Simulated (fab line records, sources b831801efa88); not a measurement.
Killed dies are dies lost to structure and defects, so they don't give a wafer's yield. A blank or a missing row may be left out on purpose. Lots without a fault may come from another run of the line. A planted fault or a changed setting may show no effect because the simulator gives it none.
A struck lot beside a sound one | flow sky130 | 16 steps out of a route of 708
Sound: wafers L906.2, L906.5, L906.6. Struck: wafers L895.1, L895.3, L895.5. The cause comes at the end.
At each step with rows: each side's tool, then ch and its chambers, then its first start. Under that, the readings that differ: sound wafers | struck wafers | difference of the means | sigmas: that difference in standard deviations of wafers without a fault.
alike: readings whose means differ by less than 2 such deviations, and words and numbers that are the same on both sides. not compared: withheld readings, readings that some wafer has no value for, bounds like >300 that may hide the same value, and numbers for which the record gives no deviation and whose values overlap.
The two part at a step that has a row with sigmas, a row that says differs or no value, or rows on one side only. Numbers that don't overlap but have no deviation are shown without sigmas and don't part them. A reading that every wafer of one side lacks parts them only if that side has two wafers or more.

first, 4 steps without rows for these wafers: SKY_LDD_N_IMPLANT_12; SKY_LDD_N_IMPLANT_13; SKY_LDD_N_IMPLANT_14; SKY_LDD_N_IMPLANT_15.
SKY_LDD_N_STRIP_16: strips in O2/N2.
  sound on plasma_asher-03 ch 0,1, day 24 23:54; struck on plasma_asher-01 ch 0,1, day 20 21:51
  alike: drypump_motor_current_A, oes_product_au, strip_time_to_endpoint_s
  not compared: rf_hours_counter_h
SKY_LDD_N_TW_MEAS_17:
  sound on film_metro-01, day 25 00:01; struck on film_metro-01, day 20 21:57
  alike: LDD_N_TW
then, 6 steps without rows for these wafers: SKY_LDD_P_DEHYDRATE_00 (time 60 s); SKY_LDD_P_HMDS_01 (prime time 60 s); SKY_LDD_P_COAT_02 (resist thk 1140 nm); SKY_LDD_P_SOFTBAKE_03 (time 60 s); SKY_LDD_P_EXPOSE_04 (exposes mask PSDM, target cd 380 nm); SKY_LDD_P_PEB_05.
SKY_LDD_P_DEVELOP_06: develop time 60 s.
  sound on litho_track-02 ch 0, day 26 05:29; struck on litho_track-02 ch 0, day 22 05:01
  reading                | sound             | struck            | difference | sigmas
  model.LDD_P.cd_nm (nm) | 378.4 379.8 382.6 | 415.6 416.5 419.4 | +36.9      |
  alike: chill_plate_temp_C
SKY_LDD_P_CD_MEAS_07: target cd 380 nm.
  sound on cd_sem-02, day 26 05:38; struck on cd_sem-02, day 22 05:27
  reading    | sound             | struck            | difference | sigmas
  cd_nm (nm) | 378.7 379.7 382.7 | 415.8 416.4 419.3 | +36.8      | +14
  not compared: hold
SKY_LDD_P_OVL_MEAS_08:
  sound on overlay-02, day 26 05:44; struck on overlay-02, day 22 07:33
  reading | sound | struck                                                                     | difference                   | sigmas
  hold    | - - - | await_dispo/1.9h/release await_dispo/1.9h/release await_dispo/1.9h/release | no value on the sound wafers |
  alike: LDD_P_OVL
-- the record jumps here: 26 days lie between the struck wafers' starts before and after (it left off in module LDD_P and takes up again in module PAD_OPEN, whose first step shown is number 708 of the route) --
SKY_PAD_OPEN_PROBE_99:
  sound on prober-02, day 50 08:20; struck on prober-01, day 48 05:49
  alike: killed_at_M0_to_M3, killed_at_M4_up, killed_at_contacts, killed_at_front_end, killed_at_other, killed_dies, killed_open, killed_short

WHERE THEY PART
First at SKY_LDD_P_CD_MEAS_07; last, within this record, at SKY_LDD_P_OVL_MEAS_08. Later steps at which nothing parts them and some readings are alike: SKY_PAD_OPEN_PROBE_99.

WHY: what the simulator had put in
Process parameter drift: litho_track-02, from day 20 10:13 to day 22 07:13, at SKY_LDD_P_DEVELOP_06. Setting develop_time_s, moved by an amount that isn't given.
